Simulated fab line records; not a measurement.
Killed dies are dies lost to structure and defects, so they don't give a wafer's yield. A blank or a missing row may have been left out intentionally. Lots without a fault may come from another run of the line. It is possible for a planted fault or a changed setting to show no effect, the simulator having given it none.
What tool caused it? || flow gf180mcu || 6 lots with 18 wafers sampled at 4 steps, on a route of 602 steps

== WHAT THE GAUGES READ, wafer by wafer ==
GF_TOP_METAL_RS_MEAS_05: measurement is done with a four-point probe.
{"lot": "L339", "measured": "day 27 14:08", "on": "filmMetro-02", "TOP_METAL_ALCU_RS (ohm/sq)": "0.0329 0.0328 0.0329"}
{"lot": "L348", "measured": "day 30 05:38", "on": "filmMetro-02", "TOP_METAL_ALCU_RS (ohm/sq)": "0.0328 0.0328 0.0325"}
{"lot": "L354", "measured": "day 32 02:43", "on": "filmMetro-02", "TOP_METAL_ALCU_RS (ohm/sq)": "0.0324 0.0323 0.0334"}
{"lot": "L356", "measured": "day 32 19:52", "on": "filmMetro-01", "TOP_METAL_ALCU_RS (ohm/sq)": "0.0329 0.0330 0.0329"}
{"lot": "L359", "measured": "day 33 03:13", "on": "filmMetro-01", "TOP_METAL_ALCU_RS (ohm/sq)": "0.0330 0.0328 0.0329"}
{"lot": "L360", "measured": "day 33 12:45", "on": "filmMetro-01", "TOP_METAL_ALCU_RS (ohm/sq)": "0.0329 0.0333 0.0333"}

== WHICH TOOL RAN EACH LOT (tool, then ch and the chambers of the sampled wafers, then the start) ==
{"lot": "L339", "GF_M2_STRIP_17": "plasmaAsher-04 ch 0,1, day 19 13:00", "GF_M4_SPUTTER_00": "pvdSputter-02, day 22 18:28", "GF_V4_SPUTTER_22": "pvdSputter-04, day 24 17:16"}
{"lot": "L348", "GF_M2_STRIP_17": "plasmaAsher-01 ch 0,1, day 22 18:14", "GF_M4_SPUTTER_00": "pvdSputter-01, day 25 18:20", "GF_V4_SPUTTER_22": "pvdSputter-03, day 27 15:43"}
{"lot": "L354", "GF_M2_STRIP_17": "plasmaAsher-03 ch 0,1, day 25 01:03", "GF_M4_SPUTTER_00": "pvdSputter-04, day 27 22:29", "GF_V4_SPUTTER_22": "pvdSputter-03, day 29 16:27"}
{"lot": "L356", "GF_M2_STRIP_17": "plasmaAsher-04 ch 0,1, day 25 23:08", "GF_M4_SPUTTER_00": "pvdSputter-01, day 28 18:41", "GF_V4_SPUTTER_22": "pvdSputter-04, day 30 10:56"}
{"lot": "L359", "GF_M2_STRIP_17": "plasmaAsher-04 ch 0,1, day 26 10:34", "GF_M4_SPUTTER_00": "pvdSputter-04, day 29 04:55", "GF_V4_SPUTTER_22": "pvdSputter-02, day 30 19:45"}
{"lot": "L360", "GF_M2_STRIP_17": "plasmaAsher-01 ch 0,1, day 26 20:54", "GF_M4_SPUTTER_00": "pvdSputter-04, day 29 15:31", "GF_V4_SPUTTER_22": "pvdSputter-04, day 31 06:01"}
- GF_M2_STRIP_17: strips in O2/N2.
- GF_M4_SPUTTER_00: material Ti, target thk 37.5 nm, time 150 s.
- GF_V4_SPUTTER_22: material TiN, target thk 10 nm, time 40 s.

== THE ANSWER, worked out from the rows above alone ==
Rule: the lots themselves supply what counts as usual. Put in order of their means at a reading, lots are off if they are a third of the lots or fewer, leave a main group of 4 or more, and stand apart from it by a gap of 3 or more times the standard deviation of the main group's means; of several such gaps the widest counts. The tables above print the reading to a certain number of digits; a main group whose means all agree to those digits is not used. Also off: a lot with no number at a reading for which 4 or more lots have one. The other lots that the step has rows for count as sound.
No lot is off on any of the readings shown, so nothing can be concluded from this.

== WHAT WAS PUT IN BY THE SIMULATOR ==
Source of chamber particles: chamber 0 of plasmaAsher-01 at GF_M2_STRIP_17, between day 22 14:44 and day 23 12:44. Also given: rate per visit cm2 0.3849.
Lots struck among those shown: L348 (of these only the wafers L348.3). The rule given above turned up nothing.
